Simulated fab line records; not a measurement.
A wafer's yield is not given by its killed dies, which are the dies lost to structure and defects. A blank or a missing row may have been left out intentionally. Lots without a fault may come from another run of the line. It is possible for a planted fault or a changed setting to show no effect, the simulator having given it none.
fab line records	flow sky130
[record] lots = 7	wafers = 21	lastDay = 50
route steps=708 shown METAL3@572 VIA3@573 PAD_OPEN@708
lots that met no fault: taken from a fault-free run of the same line
startH: hours from the record's opening day to when the first of the lot's shown wafers began	waitH: hours elapsed since this lot's preceding step	" repeats the value in the row above	L1.1+2: one row covering several wafers at once	- either no value or no given start	* or withheld: withheld	< > ~ a bound
route shown NAME@n: names a module that has steps shown in the file, with the first one's number in the route	usual: average and standard deviation across the fault-free wafers	same: alike in all rows	chamber/n: place in a boat	sites: the reading at each site	_std_site: standard deviation of those values	_edge_site: outer sites' mean less inner sites'	radiusMm: how far each site lies from the wafer's centre	mask NAME#n: copy n	behind: the tool/chamber that last shaped the wafer	hold: the reason the lot was held/the length of the hold in hours/how it ended	device: transistor that didn't switch, given as n, p or np	end of line: the tests these same wafers got at the end of their route	step lacking rows: just its recipe	killed: dies lost to structure and defects at the first sort, not the wafer's yield	map: a wafer's dies, marking killed ones x, the rest . and places with no die _
set.NAME: setting as actually run; set.NAME@STEP: the setting as run at that earlier step	model.NAME: the simulator's own value behind a step, which no gauge read
a table for each step, a row for each wafer; lots at some steps of the route
services: from which hour (startH, from the record's first day; less than 0 if before it) a tool's chamber was out of use, for how many hours, and why
[[steps]]
[step SKY_METAL3_CLEAN_22]
[recipe] chemistry = O3/DIW	dry = n2Spin
[step SKY_VIA3_HDPCVD_00]
[recipe] material = SiO2	targetThkNm = 1635	sigmaOpenFrac = 0.3	timeS = 272.5	tempC = 400	sih4FlowSccm = 60	pressureMtorr = 6
[step SKY_VIA3_THK_MEAS_01]
[recipe] reads = SiO2_of_VIA3_HDPCVD_00
[usual] VIA3_HDPCVD_THK = 1637/19
lot.wafer	tool	chamber	startH	waitH	VIA3_HDPCVD_THK[nm]
L778.2	filmMetro-02	-	892.89	0.1	1612
L778.4	"	-	"	"	1638
L778.6	"	-	"	"	1623
L779.2	filmMetro-01	-	896.28	0.1	1625
L779.4	"	-	"	"	1623
L779.6	"	-	"	"	1623
L786.1	filmMetro-03	-	968.04	0.1	1657
L786.5	"	-	"	"	1629
L786.6	"	-	"	"	1654
L787.1	filmMetro-02	-	972.94	0.1	1657
L787.4	"	-	"	"	1646
L787.6	"	-	"	"	1670
L789.2	filmMetro-01	-	991.11	0.1	1647
L789.3	"	-	"	"	1634
L789.5	"	-	"	"	1635
L796.2	filmMetro-02	-	1035.15	0.1	1619
L796.5	"	-	"	"	1624
L796.6	"	-	"	"	1632
L800.4	filmMetro-01	-	1048.38	0.0	1658
L800.5	"	-	"	"	1630
L800.6	"	-	"	"	1663
[step SKY_VIA3_CMP_02]
[recipe] material = SiO2	downForcePsi = 4	platenRpm = 60	padVelocityMS = 0.94248
[usual] motorCurrentA = 11.6/1.2	retainingRingPressureFrac = 1.000/0.0055
lot.wafer	tool	chamber	startH	waitH	motorCurrentA	retainingRingPressureFrac
L778.2	cmp-01	0	892.94	0.0	10.9	0.998
L778.4	"	2	"	"	13.3	0.995
L778.6	"	0	"	"	11.1	0.990
L779.2	cmp-02	3	896.33	0.0	11.4	0.998
L779.4	"	2	"	"	10.0	0.998
L779.6	"	3	"	"	11.3	1.005
L786.1	cmp-02	0	968.20	0.1	10.9	1.003
L786.5	"	2	"	"	9.5	0.995
L786.6	"	3	"	"	11.9	0.998
L787.1	cmp-01	3	973.05	0.1	12.0	0.995
L787.4	"	0	"	"	11.1	0.997
L787.6	"	3	"	"	11.1	0.996
L789.2	cmp-02	3	991.16	0.0	11.3	0.987
L789.3	"	0	"	"	10.8	0.995
L789.5	"	0	"	"	10.5	0.995
L796.2	cmp-01	3	1035.30	0.1	10.9	1.009
L796.6	"	1	"	"	12.6	1.008
L796.5	"	2	"	"	13.5	0.999
L800.4	cmp-02	0	1048.71	0.3	11.3	1.004
L800.6	"	1	"	"	11.6	1.007
L800.5	"	2	"	"	9.7	1.000
[step SKY_VIA3_BOW_MEAS_03]
[recipe] mode = bow
[usual] VIA3_BOW = 78/8.3
lot.wafer	tool	chamber	startH	waitH	VIA3_BOW[um]
L778.2	filmMetro-02	-	893.26	0.3	83
L778.4	"	-	"	"	67
L778.6	"	-	"	"	73
L779.2	filmMetro-02	-	896.65	0.3	88
L779.4	"	-	"	"	83
L779.6	"	-	"	"	87
L786.1	filmMetro-03	-	968.40	0.1	73
L786.5	"	-	"	"	57
L786.6	"	-	"	"	70
L787.1	filmMetro-03	-	973.30	0.2	63
L787.4	"	-	"	"	76
L787.6	"	-	"	"	59
L789.2	filmMetro-03	-	991.48	0.3	74
L789.3	"	-	"	"	73
L789.5	"	-	"	"	73
L796.2	filmMetro-02	-	1035.52	0.2	82
L796.5	"	-	"	"	84
L796.6	"	-	"	"	74
L800.4	filmMetro-02	-	1048.92	0.2	84
L800.5	"	-	"	"	87
L800.6	"	-	"	"	91
[step SKY_VIA3_DEHYDRATE_04]
[recipe] tempC = 200	timeS = 60
[step SKY_VIA3_HMDS_05]
[recipe] primeTimeS = 60	primeTempC = 120
[step SKY_VIA3_COAT_06]
[recipe] resist = BARC	tempC = withheld	timeS = withheld	spinRpm = 3000	resistThkNm = 60
[step SKY_VIA3_COAT_07]
[recipe] resist = KrF-thick	spinRpm = 3000	resistThkNm = 450
[step SKY_VIA3_SOFTBAKE_08]
[recipe] tempC = 100	timeS = 90	resist = KrF-thick
[step SKY_VIA3_EXPOSE_09]
[recipe] maskId = VIM3	na = 0.8	sourceShape = annular	sigmaInner = 0.55	sigmaOuter = 0.85	targetCdNm = 200	doseMj = 38
[step SKY_VIA3_PEB_10]
[recipe] pebTempC = withheld	pebTimeS = withheld	resist = KrF-thick
[step SKY_VIA3_DEVELOP_11]
[recipe] developTimeS = 60	resist = KrF-thick	devTempC = 21
lot.wafer	tool	chamber	startH	waitH
L778.2+4+6	lithoTrack-03	0	919	-
L779.2+4+6	lithoTrack-04	0	921	-
L786.1+5+6	lithoTrack-03	0	992	-
L787.1+4+6	lithoTrack-03	0	996	-
L789.2+3+5	lithoTrack-03	0	1014	-
L796.2+5+6	lithoTrack-04	0	1056	-
L800.4+5+6	lithoTrack-02	0	1069	-
[step SKY_VIA3_CD_MEAS_12]
[recipe] targetCdNm = 200
[usual] cdNm = 199.8/1.5
lot.wafer	tool	chamber	startH	waitH	cdNm
L778.2	cdSem-02	-	919.38	-	200.0
L778.4	"	-	"	"	199.1
L778.6	"	-	"	"	199.1
L779.2	cdSem-02	-	922.02	-	201.0
L779.4	"	-	"	"	200.3
L779.6	"	-	"	"	201.2
L786.1	cdSem-01	-	992.31	-	197.7
L786.5	"	-	"	"	198.3
L786.6	"	-	"	"	197.6
L787.1	cdSem-01	-	996.91	-	197.9
L787.4	"	-	"	"	198.4
L787.6	"	-	"	"	197.8
L789.2	cdSem-02	-	1014.53	-	198.5
L789.3	"	-	"	"	200.4
L789.5	"	-	"	"	199.9
L796.2	cdSem-02	-	1056.72	-	197.6
L796.5	"	-	"	"	198.1
L796.6	"	-	"	"	199.1
L800.4	cdSem-02	-	1069.78	-	201.8
L800.5	"	-	"	"	201.2
L800.6	"	-	"	"	201.1
[step SKY_VIA3_OVL_MEAS_13]
[usual] VIA3_OVL = 0/5.6
lot.wafer	tool	chamber	startH	waitH	VIA3_OVL[nm]
L778.2	overlay-01	-	919.49	0.1	-8
L778.4	"	-	"	"	-10
L778.6	"	-	"	"	-13
L779.2	overlay-02	-	922.12	0.1	-2
L779.4	"	-	"	"	-3
L779.6	"	-	"	"	2
L786.1	overlay-02	-	992.43	0.1	8
L786.5	"	-	"	"	3
L786.6	"	-	"	"	2
L787.1	overlay-01	-	997.03	0.1	3
L787.4	"	-	"	"	6
L787.6	"	-	"	"	6
L789.2	overlay-02	-	1014.64	0.1	-4
L789.3	"	-	"	"	-4
L789.5	"	-	"	"	-3
L796.2	overlay-01	-	1056.82	0.1	1
L796.5	"	-	"	"	-1
L796.6	"	-	"	"	-3
L800.4	overlay-01	-	1069.86	0.1	-1
L800.5	"	-	"	"	3
L800.6	"	-	"	"	0
[step SKY_VIA3_ETCH_14]
[recipe] chemistry = N2/H2	target = BARC	ionEnergyEv = 200	sourceW = 500	biasW = 100	pressureMtorr = 30	n2FlowSccm = 100	h2FlowSccm = 200	stopOn = SiO2	timeS = 45.9	targetDepthA = 600
[usual] drypumpMotorCurrentA = 5.6/0.41	oesProductAu = 0.855/0.0046	throttleValvePct = 13.224/0.0093
lot.wafer	tool	chamber	startH	waitH	drypumpMotorCurrentA	oesProductAu	rfHoursCounterH	throttleValvePct	model.VIA3.cdNm
L778.2	rieDiel-04	1	919.52	0.0	5.0	0.854	12	13.201	200.3
L778.4	"	3	"	"	5.6	0.860	21	13.240	199.2
L778.6	"	0	"	"	5.2	0.863	-	13.216	199.5
L779.2	rieDiel-02	2	922.15	0.0	5.8	0.846	10	13.232	201.6
L779.4	"	0	"	"	5.7	0.848	12	13.232	200.7
L779.6	"	3	"	"	5.0	0.865	-	13.215	201.3
L786.1	rieDiel-03	3	992.47	0.0	6.1	0.861	15	13.212	196.8
L786.5	"	1	"	"	6.0	0.856	-	13.238	198
L786.6	"	0	"	"	5.6	0.852	-	13.226	198.3
L787.1	rieDiel-03	3	997.07	0.0	6.1	0.849	15	13.217	197
L787.4	"	1	"	"	6.0	0.855	19	13.229	198.7
L787.6	"	3	"	"	6.1	0.857	-	13.222	197.7
L789.2	rieDiel-02	1	1014.67	0.0	5.5	0.850	19	13.221	198.9
L789.3	"	0	"	"	5.7	0.851	15	13.228	200
L789.5	"	1	"	"	5.5	0.856	-	13.233	199.7
L796.2	rieDiel-03	3	1056.85	0.0	6.1	0.862	17	13.226	197.2
L796.5	"	1	"	"	6.0	0.854	-	13.227	198.2
L796.6	"	2	"	"	5.9	0.858	-	13.226	198.5
L800.4	rieDiel-02	2	1069.88	0.0	5.8	0.856	14	13.225	202.9
L800.5	"	2	"	"	5.8	0.847	-	13.226	202
L800.6	"	1	"	"	5.6	0.855	-	13.214	202
[step SKY_VIA3_ETCH_15]
[recipe] target = SiO2	chemistry = C4F8/O2/Ar	targetDepthNm = 507	stopOn = TiN	maskMaterial = KrF-thick	sourceW = 1500	biasW = 1200	pressureMtorr = 40	c4f8FlowSccm = withheld	O2_flow_sccm = 6	Ar_flow_sccm = 300	timeS = 78
[usual] oesProductAu = 0.947/0.0041
lot.wafer	tool	chamber	startH	waitH	oesProductAu	rfHoursCounterH
L778.2	rieDiel-04	1	919.56	0.0	0.944	12
L778.4	"	3	"	"	0.948	21
L778.6	"	0	"	"	0.944	-
L779.2	rieDiel-02	2	922.20	0.0	0.939	10
L779.4	"	0	"	"	0.954	12
L779.6	"	3	"	"	0.939	-
L786.1	rieDiel-03	3	992.51	0.0	0.947	15
L786.5	"	1	"	"	0.947	-
L786.6	"	0	"	"	0.940	-
L787.1	rieDiel-03	3	997.11	0.0	0.949	15
L787.4	"	1	"	"	0.946	19
L787.6	"	3	"	"	0.952	-
L789.2	rieDiel-02	1	1014.71	0.0	0.950	19
L789.3	"	0	"	"	0.942	15
L789.5	"	1	"	"	0.956	-
L796.2	rieDiel-03	3	1056.90	0.0	0.951	17
L796.5	"	1	"	"	0.954	-
L796.6	"	2	"	"	0.956	-
L800.4	rieDiel-02	2	1069.92	0.0	0.947	14
L800.5	"	2	"	"	0.944	-
L800.6	"	1	"	"	0.954	-
[step SKY_PAD_OPEN_PROBE_99]
[usual] defectLimitedYield = 82.5/1.9	killed_at_M0_to_M3 = 44/7.3	killed_at_M4_up = 3.1/1.9	killedAtContacts = 24/5.3	killedAtFrontEnd = 15/4	killedAtOther = 0.4/0.6	killedDies = 86/9.2	killedOpen = 47/6.9	killedShort = 39/6.9	sort_bin_3_pad_short = 0.8/0.41	sort_bin_5_function = 10.6/1.5	sort_bin_6_memory = 6.1/1.1	sortNPass = 406/9.2	sortYieldPct = 82.5/1.9
[same] grossDies = 492	killedAtBackSide = 0	sort_bin_4_leakage[%] = 0	sort_bin_8_speed[%] = 0
lot.wafer	tool	chamber	startH	waitH	defectLimitedYield[%]	killed_at_M0_to_M3	killed_at_M4_up	killedAtContacts	killedAtFrontEnd	killedAtOther	killedDies	killedOpen	killedShort	sort_bin_3_pad_short[%]	sort_bin_5_function[%]	sort_bin_6_memory[%]	sortNPass	sortYieldPct[%]
L779.2	prober-01	-	1068.48	0.1	80.9	53	1	22	18	0	94	52	42	0.4	12.6	6.1	398	80.9
L779.4	prober-01	-	1068.58	0.2	82.1	39	4	26	19	0	88	50	38	0.8	12.0	5.1	404	82.1
L779.6	prober-01	-	1068.68	0.2	79.9	54	2	22	21	0	99	53	46	1.4	12.2	6.5	393	79.9
L786.1	prober-02	-	1124.52	0.1	82.9	39	2	26	17	0	84	52	32	1.0	11.6	4.5	408	82.9
L786.5	prober-02	-	1124.72	0.2	84.8	31	2	26	16	0	75	43	32	0.4	7.7	7.1	417	84.8
L786.6	prober-02	-	1124.77	0.2	81.1	48	4	22	19	0	93	56	37	0.6	11.2	7.1	399	81.1
L787.1	prober-01	-	1133.20	0.1	80.9	47	4	22	21	0	94	59	35	0.6	12.4	6.1	398	80.9
L787.4	prober-01	-	1133.35	0.2	81.3	47	6	27	12	0	92	53	39	1.0	10.2	7.5	400	81.3
L787.6	prober-01	-	1133.45	0.2	83.9	36	2	34	7	0	79	46	33	0.2	9.6	6.3	413	83.9
L789.2	prober-02	-	1143.69	0.1	83.7	43	1	20	15	1	80	35	43	0.4	10.2	5.7	412	83.7
L789.3	prober-02	-	1143.74	0.2	80.7	46	4	27	17	1	95	57	38	1.6	12.0	5.7	397	80.7
L789.5	prober-02	-	1143.84	0.2	82.1	48	3	26	11	0	88	47	40	1.4	10.8	5.7	404	82.1
// killed by level:class
L779.2 VIA1:geometricParticle:open=13 METAL2:geometricParticle:short=9 VIA2:geometricParticle:open=7 FIELD_ISO:geometricParticle:open=6 CONTACT:geometricParticle:open=6 LI_CONTACT:geometricParticle:open=5 VIA3:geometricParticle:open=5 VIA3:geometricParticle:short=4
L779.4 VIA1:geometricParticle:open=11 CONTACT:geometricParticle:open=10 LOCAL_INTERCONNECT:geometricParticle:short=8 VIA3:geometricParticle:open=5 FIELD_ISO:geometricParticle:open=5 LI_CONTACT:geometricParticle:open=5 METAL2:geometricParticle:short=5 VIA3:geometricParticle:short=5
L779.6 VIA1:geometricParticle:open=13 METAL2:geometricParticle:short=9 LI_CONTACT:geometricParticle:open=7 VIA2:geometricParticle:open=7 VIA3:geometricParticle:open=7 FIELD_ISO:geometricParticle:short=6 CONTACT:geometricParticle:open=6 LOCAL_INTERCONNECT:geometricParticle:short=6
L786.1 CONTACT:geometricParticle:open=10 VIA2:geometricParticle:open=10 LI_CONTACT:geometricParticle:open=7 VIA1:geometricParticle:open=6 FIELD_ISO:geometricParticle:open=5 VIA1:geometricParticle:short=5 FIELD_ISO:geometricParticle:short=4 POLY_GATE:geometricParticle:open=4
L786.5 CONTACT:geometricParticle:open=9 POLY_GATE:geometricParticle:open=6 VIA1:geometricParticle:open=6 VIA2:geometricParticle:open=6 LI_CONTACT:geometricParticle:open=5 LOCAL_INTERCONNECT:geometricParticle:short=5 LI_CONTACT:geometricParticle:short=4 VIA3:geometricParticle:open=4
L786.6 CONTACT:geometricParticle:open=12 VIA1:geometricParticle:open=9 FIELD_ISO:geometricParticle:open=8 VIA3:geometricParticle:open=7 POLY_GATE:geometricParticle:open=5 METAL1:geometricParticle:short=5 VIA2:geometricParticle:open=5 METAL3:geometricParticle:short=5
L787.1 VIA1:geometricParticle:open=10 VIA3:geometricParticle:open=10 VIA2:geometricParticle:short=8 FIELD_ISO:geometricParticle:open=7 LI_CONTACT:geometricParticle:open=7 CONTACT:geometricParticle:short=7 CONTACT:geometricParticle:open=7 VIA2:geometricParticle:open=4
L787.4 VIA1:geometricParticle:open=14 LI_CONTACT:geometricParticle:open=8 VIA2:geometricParticle:open=8 CONTACT:geometricParticle:open=6 CONTACT:geometricParticle:short=6 LOCAL_INTERCONNECT:geometricParticle:short=5 VIA3:geometricParticle:open=5 VIA1:geometricParticle:short=4
L787.6 LOCAL_INTERCONNECT:geometricParticle:short=10 CONTACT:geometricParticle:open=9 VIA1:geometricParticle:open=9 LI_CONTACT:geometricParticle:open=8 VIA3:geometricParticle:open=8 METAL2:geometricParticle:short=6 CONTACT:geometricParticle:short=5 VIA2:geometricParticle:open=5
L789.2 VIA1:geometricParticle:open=8 VIA2:geometricParticle:short=7 VIA3:geometricParticle:open=6 CONTACT:geometricParticle:open=5 METAL2:geometricParticle:short=5 CONTACT:geometricParticle:short=5 VIA2:geometricParticle:open=5 FIELD_ISO:geometricParticle:open=4
L789.3 CONTACT:geometricParticle:open=12 VIA2:geometricParticle:open=10 VIA1:geometricParticle:open=10 METAL1:geometricParticle:short=10 FIELD_ISO:geometricParticle:open=6 VIA3:geometricParticle:open=6 LI_CONTACT:geometricParticle:short=4 LOCAL_INTERCONNECT:geometricParticle:short=4
L789.5 VIA2:geometricParticle:open=11 VIA3:geometricParticle:open=8 VIA1:geometricParticle:open=8 LI_CONTACT:geometricParticle:open=7 CONTACT:geometricParticle:short=7 LOCAL_INTERCONNECT:geometricParticle:short=5 METAL1:geometricParticle:short=5 FIELD_ISO:geometricParticle:open=4
[[services]]
tool	chamber	startH	hours	kind
cmp-01	-	901.02	4.5	pm
cmp-01	-	916.20	4.0	pm
cmp-01	-	920.20	-	consumableReplace:conditioner
cmp-01	-	920.20	-	consumableReplace:pad
lithoTrack-02	-	924.12	-	consumableReplace:filter
rieDiel-03	1	929.94	2.6	repair
rieDiel-03	2	938.16	6.9	repair
lithoTrack-03	-	962.12	-	consumableReplace:filter
rieDiel-04	2	965.78	16.1	repair
cmp-01	-	1018.51	1.3	repair
rieDiel-02	1	1026.41	9.4	repair
lithoTrack-04	-	1034.10	-	consumableReplace:filter
rieDiel-04	-	1051.01	0.2	repair
rieDiel-02	-	1052.24	15.6	pm
[[key]]
firstSign none at tools or gauges
[modelEffect] step = SKY_VIA3_ETCH_14	value = VIA3.cdNm	without = 201.4	struck = 198.3
metAt SKY_VIA3_DEVELOP_11
struckWafers L786.1,L786.5,L786.6,L787.1,L787.4,L787.6,L789.2,L789.3,L789.5
onsetBetween 919 992
[fault] kind = processParameterDrift	tool = lithoTrack-03	chamber = -	onsetH = 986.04	steps = SKY_VIA3_DEVELOP_11	channel = developTimeS	offset = *	shape = step	endH = 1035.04	actsIn = *	stated = *
